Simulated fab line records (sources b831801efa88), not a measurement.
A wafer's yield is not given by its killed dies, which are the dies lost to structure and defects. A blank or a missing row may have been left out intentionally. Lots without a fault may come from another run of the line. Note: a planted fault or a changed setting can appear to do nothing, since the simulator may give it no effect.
Comparing a struck lot with a sound one -- flow sfq line -- 14 steps out of a route of 325
Sound: these wafers, L668.2, L668.3, L668.5. Struck: wafer L682.2 (left out: L682.5, a lot-mate that was not struck); the cause follows at the end.
Order at every step that has rows: each side's tool, ch and its chambers, its first start. Under that, the readings that differ: sound wafers -- struck wafers -- difference of the means -- sigmas: that difference in standard deviations of wafers without a fault.
alike: a reading whose means differ by less than 2 such deviations, as well as words and numbers matching on both sides. not compared: withheld readings; readings where some wafer has no value; bounds like >300 that might hide an equal value; numbers whose values overlap and for which the record gives no deviation.
A row with sigmas, a row that says differs or no value, or rows on one side alone: a step with any of these is where the two part. Non-overlapping numbers with no deviation appear without sigmas and do not part them. A reading missing from all wafers of one side parts the sides only when that side holds two or more wafers.

first, 6 steps without rows for these wafers: SFQ_TRILAYER_M6_LITHO_COAT_164 (resist thk 62 nm); SFQ_TRILAYER_M6_LITHO_COAT_159 (resist thk 600 nm); SFQ_TRILAYER_M6_LITHO_SOFTBAKE_163; SFQ_TRILAYER_M6_LITHO_EXPOSE_160 (exposes mask M6, target cd 500 nm); SFQ_TRILAYER_M6_LITHO_PEB_162 (peb time 60 s); SFQ_TRILAYER_M6_LITHO_DEVELOP_161 (time 60 s).
SFQ_M6_OVL_MEAS_940:
  struck on overlay-01, day 83 12:26; sound on overlay-02, day 69 23:34
  alike: M6_OVL
SFQ_TRILAYER_M6_BARC_OPEN_METAL_ETCH_206: etches BARC in O2, target depth 125 nm, time 41.7 s.
  sound on rie metal-02 ch 1, day 69 23:35; struck on rie metal-02 ch 1, day 83 12:29
  alike: drypump motor current A, oes product au
  not compared: rf hours counter h
SFQ_TRILAYER_M6_ETCH_METAL_ETCH_162: etches Nb in Cl2/Ar, stops on SiO2, target depth 240 nm, time 120 s.
  sound on rie metal-02 ch 1, day 69 23:39; struck on rie metal-02 ch 1, day 83 12:38
  alike: drypump motor current A, oes product au
  not compared: rf hours counter h
SFQ_TRILAYER_M6_STRIP_STRIP_163: strips in O2.
  sound on rie metal-02 ch 1, day 69 23:47; struck on rie metal-02 ch 1, day 83 13:02
  alike: drypump motor current A, oes product au
  not compared: rf hours counter h
then, 1 step without rows for these wafers: SFQ_TRILAYER_M6_STRIP_SOLV_CLEAN_164 (cleans in NMP, time 600 s).
SFQ_TRILAYER_I6_DEP_PECVD_165: deposits SiO2 from SiH4/N2O, time 111.11 s, target thk 500 nm.
  sound on pecvd-02 ch 1,2, day 70 00:33; struck on pecvd-03 ch 0, day 83 14:13
reading,sound,struck,difference,sigmas
run length s (s),138.0 140.0 139.8,113.8,-25.5,-39
model.SiO2_of_TRILAYER_I6_DEP_PECVD_165.thk nm (nm),501.9 493.7 501.6,388.5,-110.6,
  alike: heater power outer w, heater power w, throttle valve pct
SFQ_TRILAYER_I6_CMP_CMP_166: polishes SiO2.
  sound on cmp-01 ch 0,3, day 70 03:00; struck on cmp-01 ch 1, day 83 14:17
reading,sound,struck,difference,sigmas
time to endpoint s (s),222 211 226,143,-77,-9
  alike: motor current A
SFQ_I6_BOW_MEAS_941:
  struck on film metro-03, day 83 17:19; sound on film metro-03, day 70 05:31
  alike: I6_BOW

WHERE THEY PART
Last at SFQ_TRILAYER_I6_CMP_CMP_166 as far as this record goes, first at SFQ_TRILAYER_I6_DEP_PECVD_165. Later steps at which nothing parts them and some readings are alike: SFQ_I6_BOW_MEAS_941.

WHY: what had been put in by the simulator
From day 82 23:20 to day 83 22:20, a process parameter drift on pecvd-03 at SFQ_TRILAYER_I6_DEP_PECVD_165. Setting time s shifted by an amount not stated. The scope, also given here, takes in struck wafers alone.
